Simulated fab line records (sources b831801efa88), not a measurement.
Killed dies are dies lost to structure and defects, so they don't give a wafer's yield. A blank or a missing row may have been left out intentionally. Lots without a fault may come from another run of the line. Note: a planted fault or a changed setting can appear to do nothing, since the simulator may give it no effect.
Comparing a struck lot with a sound one    flow sky130    16 steps out of a route of 708
Sound: the wafers L855.1, L855.2, L855.6. The struck wafers were L866.2, L866.5, L866.6. At the end, the cause is stated.
Each step with rows lists, per side, the tool, then ch with its chambers, then its first start. Under that, the readings that differ: sound wafers    struck wafers    difference of the means    sigmas: that difference in standard deviations of wafers without a fault.
alike: readings whose means differ by less than 2 such deviations, and words and numbers that are the same on both sides. not compared: withheld readings, readings that some wafer has no value for, bounds like >300 that may hide the same value, and numbers for which the record gives no deviation and whose values overlap.
A row with sigmas, a row that says differs or no value, or rows on one side alone: a step with any of these is where the two part. Numbers that have no deviation but don't overlap get no sigmas and don't part them. Lack of a reading on every wafer of one side parts them only where that side has two or more wafers.

SKY_NWELL_RS_MEAS_29: measures by four-point-probe.
  sound: film_metro-04 at day 7 00:10; struck: film_metro-02 at day 8 20:47
reading            sound              struck             difference  sigmas
NWELL_RS (ohm/sq)  621.1 622.5 621.9  626.5 626.2 624.3  +3.8        +2
SKY_NWELL_RS_MEAS_31: measures by four-point-probe.
  sound: film_metro-04 at day 7 00:24; struck: film_metro-02 at day 8 21:01
  alike: PWDE_RS
then, 7 steps without rows for these wafers: SKY_VT_ADJUST_HVTP_DEHYDRATE_00 (time 60 s); SKY_VT_ADJUST_HVTP_HMDS_01 (prime time 60 s); SKY_VT_ADJUST_HVTP_COAT_02 (resist thk 1140 nm); SKY_VT_ADJUST_HVTP_SOFTBAKE_03 (time 60 s); SKY_VT_ADJUST_HVTP_EXPOSE_04 (exposes mask HVTPM, target cd 380 nm); SKY_VT_ADJUST_HVTP_PEB_05; SKY_VT_ADJUST_HVTP_DEVELOP_06 (develop time 60 s).
SKY_VT_ADJUST_HVTP_CD_MEAS_07: target cd 380 nm.
  sound: cd_sem-02 at day 7 18:13; struck: cd_sem-01 at day 9 18:55
  alike: cd_nm
SKY_VT_ADJUST_HVTP_OVL_MEAS_08:
  sound: overlay-02 at day 7 18:20; struck: overlay-02 at day 9 19:01
  alike: VT_ADJUST_HVTP_OVL
SKY_VT_ADJUST_HVTP_IMPLANT_09:
  sound on implanter-01 ch 0, day 7 18:23; struck on implanter-03 ch 0, day 9 19:05
reading             sound                          struck                        difference  sigmas
dose_ions_cm2       4.296e+12 4.296e+12 4.303e+12  3.88e+12 3.878e+12 3.878e+12  -4.20e+11   -93
faraday_current_uA  24.5 24.1 24.0                 22.2 22.0 22.5                -2.0        -4
SKY_VT_ADJUST_HVTP_STRIP_10: strips in O2/N2.
  sound on plasma_asher-01 ch 0,1, day 7 18:32; struck on plasma_asher-03 ch 0,1, day 9 19:12
  alike: drypump_motor_current_A, oes_product_au, strip_time_to_endpoint_s
  not compared: rf_hours_counter_h
SKY_VT_ADJUST_HVTP_TW_MEAS_11:
  sound: film_metro-01 at day 7 18:38; struck: film_metro-02 at day 9 19:19
reading            sound           struck          difference  sigmas
VT_ADJUST_HVTP_TW  1351 1353 1351  1331 1321 1326  -26         -3
then, 1 step without rows for these wafers: SKY_VT_ADJUST_LVTN_DEHYDRATE_00 (time 60 s).
-- here the record skips 39 days between the struck wafers' starts before and after, leaving off in module VT_ADJUST_LVTN and picking up in module PAD_OPEN (first step shown: number 708 of the route) --
SKY_PAD_OPEN_PROBE_99:
  sound: prober-01 at day 47 09:05; struck: prober-02 at day 49 06:37
reading                                     sound                    struck                   difference  sigmas
model.etest.tip_p.rs_ohm_sq                 6801 6874 6882           6555 6456 6470           -359        
model.etest.pfet_01v8.drive_ua_um           189 187.5 189.9          211.7 217.9 218.3        +27.2       
model.etest.pfet_01v8_mvt.drive_ua_um       153.1 150.4 153.2        170.5 174.1 175.8        +21.2       
model.etest.pfet_01v8_mvt.off_log10_a_um    -10.46 -10.43 -10.54     -9.157 -8.894 -8.909     +1.490      
model.etest.pfet_01v8.off_log10_a_um        -9.598 -10.06 -9.835     -8.598 -8.461 -8.407     +1.342      
model.etest.sram_pfet_latch.off_log10_a_um  -12.72 -12.93 -13.09     -12.26 -12.03 -11.67     +0.93       
model.etest.pfet_01v8_hvt.off_log10_a_um    -13.1 -13.3 -13.33       -12.51 -12.44 -12.56     +0.74       
model.etest.pfet_01v8_mvt.vt_sat_v (V)      -0.5398 -0.5555 -0.5466  -0.4146 -0.3881 -0.3864  +0.1509     
  alike: killed_at_M0_to_M3, killed_at_M4_up, killed_at_contacts, killed_at_front_end, killed_at_other, killed_dies, killed_open, killed_short

## WHERE THEY PART
Earliest at SKY_NWELL_RS_MEAS_29; latest, in this record, at SKY_VT_ADJUST_HVTP_TW_MEAS_11. Later steps at which nothing parts them and some readings are alike: SKY_PAD_OPEN_PROBE_99.

WHY: whatever the simulator had introduced
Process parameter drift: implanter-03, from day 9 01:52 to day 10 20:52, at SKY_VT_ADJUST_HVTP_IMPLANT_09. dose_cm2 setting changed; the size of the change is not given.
